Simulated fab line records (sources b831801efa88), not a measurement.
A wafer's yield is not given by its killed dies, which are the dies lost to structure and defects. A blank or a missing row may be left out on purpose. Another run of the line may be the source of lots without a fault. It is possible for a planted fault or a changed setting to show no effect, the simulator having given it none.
fab line records ; flow gf180mcu
record: lots: 5; wafers: 15; last_day: 33
route steps=602 shown PASSIVATION@591
lots with no fault: from the same line, run without faults
start_h: the number of hours between the record's first day and the start of the first shown wafer of the lot ; wait_h: hours since the lot's step before ; " the same as in the row above ; L1.1+2: several wafers, shown together as one row ; - no value present, or no start provided ; * or withheld: withheld ; < > ~ a bound
route shown NAME@n: NAME is a module with steps in the file, n the number in the route of the first one ; usual: the fault-free wafers' mean and standard deviation ; same: alike in all rows ; chamber/n: place in a boat ; sites: per-site readings ; _std_site: how widely they spread, as a standard deviation ; _edge_site: the outer-site mean with the inner-site mean subtracted ; radius_mm: for every site, how far away it sits from the centre of the wafer ; mask NAME#n: copy n ; behind: the last tool/chamber to shape the wafer ; hold: why the lot went on hold/how many hours it stayed there/how the hold came to an end ; device: whichever transistor did not switch (one of n, p or np) ; end of line: the route-end tests of the same wafers ; a step without rows: its recipe alone ; killed: dies lost to structure and defects at the first sort, not the wafer's yield ; map: per-die view of a wafer (x killed, . not killed, _ where there is no die)
set.NAME: the setting as run; set.NAME@STEP: as run at that earlier step ; model.NAME: the simulator's own value behind a step, which no gauge read
lots seen at some steps along the route; tables by step, rows by wafer
services: from which hour (start_h, from the record's first day; less than 0 if before it) a tool's chamber was out of use, for how many hours, and why
== steps ==
step: GF_PASSIVATION_DEHYDRATE_04
recipe: temp_c: 200; time_s: 60
lot.wafer;tool;chamber;start_h;wait_h
L079.1+3+5;litho_track-04;0;697.22;8.8
L083.1+4+5;litho_track-01;0;729.86;7.8
L084.1+3+5;litho_track-04;0;733.47;7.9
L091.4+5+6;litho_track-04;0;774.50;7.2
L092.1+4+5;litho_track-03;0;788.70;7.3
step: GF_PASSIVATION_HMDS_05
recipe: prime_time_s: 60; prime_temp_c: 120
lot.wafer;tool;chamber;start_h;wait_h
L079.1+3+5;litho_track-04;0;697.37;0.1
L083.1+4+5;litho_track-01;0;730.01;0.1
L084.1+3+5;litho_track-04;0;733.62;0.1
L091.4+5+6;litho_track-04;0;774.65;0.1
L092.1+4+5;litho_track-03;0;788.85;0.1
step: GF_PASSIVATION_COAT_06
recipe: spin_rpm: 2000; resist_thk_nm: 4000
lot.wafer;tool;chamber;start_h;wait_h
L079.1+3+5;litho_track-04;0;697.52;0.1
L083.1+4+5;litho_track-01;0;730.16;0.1
L084.1+3+5;litho_track-04;0;733.77;0.1
L091.4+5+6;litho_track-04;0;774.80;0.1
L092.1+4+5;litho_track-03;0;789.00;0.1
step: GF_PASSIVATION_SOFTBAKE_07
recipe: temp_c: 110; time_s: withheld
lot.wafer;tool;chamber;start_h;wait_h
L079.1+3+5;litho_track-04;0;697.67;0.1
L083.1+4+5;litho_track-01;0;730.31;0.1
L084.1+3+5;litho_track-04;0;733.92;0.1
L091.4+5+6;litho_track-04;0;774.97;0.1
L092.1+4+5;litho_track-03;0;789.15;0.1
step: GF_PASSIVATION_EXPOSE_08
recipe: mask_id: Pad; target_cd_nm: 40000; na: 0.57; dose_mj: 310
lot.wafer;tool;chamber;start_h;wait_h;mask
L079.1+3+5;iline_stepper-01;0;-;-;Pad#0
L083.1+4+5;iline_stepper-02;0;-;-;Pad#0
L084.1+3+5;iline_stepper-01;0;-;-;Pad#0
L091.4+5+6;iline_stepper-02;0;-;-;Pad#0
L092.1+4+5;iline_stepper-01;0;-;-;Pad#0
step: GF_PASSIVATION_PEB_09
recipe: temp_c: 115; time_s: withheld
lot.wafer;tool;chamber;start_h;wait_h
L079.1+3+5;litho_track-03;0;-;-
L083.1+4+5;litho_track-03;0;-;-
L084.1+3+5;litho_track-01;0;-;-
L091.4+5+6;litho_track-01;0;-;-
L092.1+4+5;litho_track-03;0;-;-
step: GF_PASSIVATION_DEVELOP_10
recipe: develop_time_s: 60; dev_temp_c: 23
usual: developer_temp_C: 22.99/0.099
lot.wafer;tool;chamber;start_h;wait_h;developer_temp_C
L079.1;litho_track-03;0;-;-;23.14
L079.3;litho_track-03;0;-;-;23.03
L079.5;litho_track-03;0;-;-;23.05
L083.1;litho_track-03;0;-;-;22.84
L083.4;litho_track-03;0;-;-;22.83
L083.5;litho_track-03;0;-;-;22.93
L084.1;litho_track-01;0;-;-;22.87
L084.3;litho_track-01;0;-;-;22.99
L084.5;litho_track-01;0;-;-;22.91
L091.4;litho_track-01;0;-;-;22.86
L091.5;litho_track-01;0;-;-;22.80
L091.6;litho_track-01;0;-;-;22.91
L092.1;litho_track-03;0;-;-;22.94
L092.4;litho_track-03;0;-;-;22.85
L092.5;litho_track-03;0;-;-;22.87
step: GF_PASSIVATION_ETCH_11
recipe: chemistry: CF4/O2; target_depth_nm: 1800; stop_on: TiN; source_w: 800; bias_w: 150; pressure_mtorr: 150; cf4_flow_sccm: 80; O2_flow_sccm: 10; time_s: 400
usual: drypump_motor_current_A: 5.6/0.49; oes_product_au: 0.964/0.0073; throttle_valve_pct: 5.959/0.009
lot.wafer;tool;chamber;start_h;wait_h;drypump_motor_current_A;oes_product_au;rf_hours_counter_h;throttle_valve_pct
L079.1;rie_diel-03;3;707.00;-;5.1;0.956;2;5.956
L079.3;rie_diel-03;1;707.00;-;6.2;0.955;12;5.950
L079.5;rie_diel-03;0;707.00;-;5.1;0.972;-;5.947
L083.1;rie_diel-03;2;739.30;-;5.9;0.961;1;5.952
L083.4;rie_diel-03;1;739.30;-;6.2;0.961;14;5.959
L083.5;rie_diel-03;2;739.30;-;5.9;0.964;-;5.957
L084.1;rie_diel-03;1;742.56;-;6.3;0.964;14;5.964
L084.3;rie_diel-03;3;742.56;-;5.1;0.965;4;5.946
L084.5;rie_diel-03;0;742.56;-;5.1;0.969;-;5.960
L091.4;rie_diel-03;3;782.76;-;5.1;0.971;6;5.966
L091.5;rie_diel-03;3;782.76;-;5.1;0.967;-;5.969
L091.6;rie_diel-03;2;782.76;-;6.0;0.962;-;5.945
L092.1;rie_diel-03;2;796.70;-;6.0;0.968;4;5.974
L092.4;rie_diel-03;3;796.70;-;5.0;0.981;7;5.968
L092.5;rie_diel-03;0;796.70;-;5.1;0.962;-;5.967
step: GF_PASSIVATION_STRIP_12
recipe: chemistry: O2/N2; power_w: 1400; pressure_mtorr: 1500; platen_temp_c: 250; o2_flow_sccm: 3000; n2_flow_sccm: 300; overash_fraction: 0.5
usual: drypump_motor_current_A: 5.9/0.34; heater_power_w: 335/26; oes_product_au: 0.720/0.005; strip_time_to_endpoint_s: 34.88/0.26
lot.wafer;tool;chamber;start_h;wait_h;drypump_motor_current_A;heater_power_w;oes_product_au;rf_hours_counter_h;strip_time_to_endpoint_s
L079.1;plasma_asher-03;1;707.24;0.1;5.4;311;0.714;114;34.65
L079.3;plasma_asher-03;1;707.24;0.1;5.4;318;0.716;-;35.29
L079.5;plasma_asher-03;0;707.24;0.1;6.2;375;0.715;-;35.09
L083.1;plasma_asher-02;1;739.54;0.1;6.3;329;0.715;92;34.80
L083.4;plasma_asher-02;1;739.54;0.1;6.3;323;0.725;-;34.98
L083.5;plasma_asher-02;1;739.54;0.1;6.3;328;0.722;-;34.77
L084.1;plasma_asher-03;0;742.80;0.1;6.2;381;0.716;0;35.15
L084.3;plasma_asher-03;1;742.80;0.1;5.4;311;0.718;-;34.25
L084.5;plasma_asher-03;0;742.80;0.1;6.2;381;0.723;-;35.46
L091.4;plasma_asher-02;1;783.03;0.2;6.3;333;0.718;-;34.51
L091.5;plasma_asher-02;0;783.03;0.2;5.8;318;0.718;-;34.59
L091.6;plasma_asher-02;1;783.03;0.2;6.3;332;0.718;-;34.96
L092.1;plasma_asher-03;1;796.94;0.1;5.4;315;0.710;6;35.09
L092.4;plasma_asher-03;1;796.94;0.1;5.4;319;0.723;-;34.65
L092.5;plasma_asher-03;0;796.94;0.1;6.2;384;0.722;-;35.08
step: GF_PASSIVATION_ANNEAL_13
recipe: temp_c: 400; time_s: 1800; ambient: N2/H2; idle_temp_c: 300; ramp_up_c_per_min: 10; ramp_down_c_per_min: 3
usual: ramp_up_c_per_min: 9.9999/0.0019
lot.wafer;tool;chamber;start_h;wait_h;ramp_up_c_per_min
L079.1;furnace-02;0;707.34;0.1;10.002
L079.3;furnace-02;0;707.34;0.1;9.9985
L079.5;furnace-02;0;707.34;0.1;9.9999
L083.1;furnace-02;0;739.64;0.1;10.001
L083.4;furnace-02;0;739.64;0.1;10.001
L083.5;furnace-02;0;739.64;0.1;10.002
L084.1;furnace-01;0;742.90;0.1;10.001
L084.3;furnace-01;0;742.90;0.1;9.9974
L084.5;furnace-01;0;742.90;0.1;10.001
L091.4;furnace-02;0;783.10;0.0;10.002
L091.5;furnace-02;0;783.10;0.0;9.9995
L091.6;furnace-02;0;783.10;0.0;9.9980
L092.1;furnace-01;0;797.04;0.1;9.9986
L092.4;furnace-01;0;797.04;0.1;9.9985
L092.5;furnace-01;0;797.04;0.1;9.9979
step: GF_PASSIVATION_BOW_MEAS_14
recipe: mode: bow
usual: PASSIVATION_BOW: 136/11
lot.wafer;tool;chamber;start_h;wait_h;PASSIVATION_BOW[um]
L079.1;film_metro-01;-;708.93;0.1;167
L079.3;film_metro-01;-;708.93;0.1;155
L079.5;film_metro-01;-;708.93;0.1;159
L083.1;film_metro-04;-;741.14;0.0;148
L083.4;film_metro-04;-;741.14;0.0;140
L083.5;film_metro-04;-;741.14;0.0;134
L084.1;film_metro-03;-;744.40;0.0;145
L084.3;film_metro-03;-;744.40;0.0;129
L084.5;film_metro-03;-;744.40;0.0;126
L091.4;film_metro-03;-;784.66;0.1;130
L091.5;film_metro-03;-;784.66;0.1;142
L091.6;film_metro-03;-;784.66;0.1;146
L092.1;film_metro-01;-;798.54;0.0;142
L092.4;film_metro-01;-;798.54;0.0;132
L092.5;film_metro-01;-;798.54;0.0;135
== services ==
tool;chamber;start_h;hours;kind
rie_diel-03;2;693.01;-;clean
rie_diel-03;2;693.01;21.2;scheduled_down
rie_diel-03;2;693.01;21.2;vent_cycle
iline_stepper-02;0;696.56;-;calibration
furnace-02;-;697.98;3.6;pm
iline_stepper-01;-;727.67;1.7;pm
plasma_asher-03;-;733.75;9.0;pm
plasma_asher-03;0;733.75;9.0;vent_cycle
plasma_asher-03;1;733.75;9.0;vent_cycle
plasma_asher-03;0;742.75;-;clean
plasma_asher-03;1;742.75;-;clean
iline_stepper-02;-;788.32;2.1;pm
furnace-02;-;788.78;4.1;pm
iline_stepper-02;-;790.41;-;consumable_replace:lamp
furnace-01;-;792.87;3.1;pm
== key ==
fault none
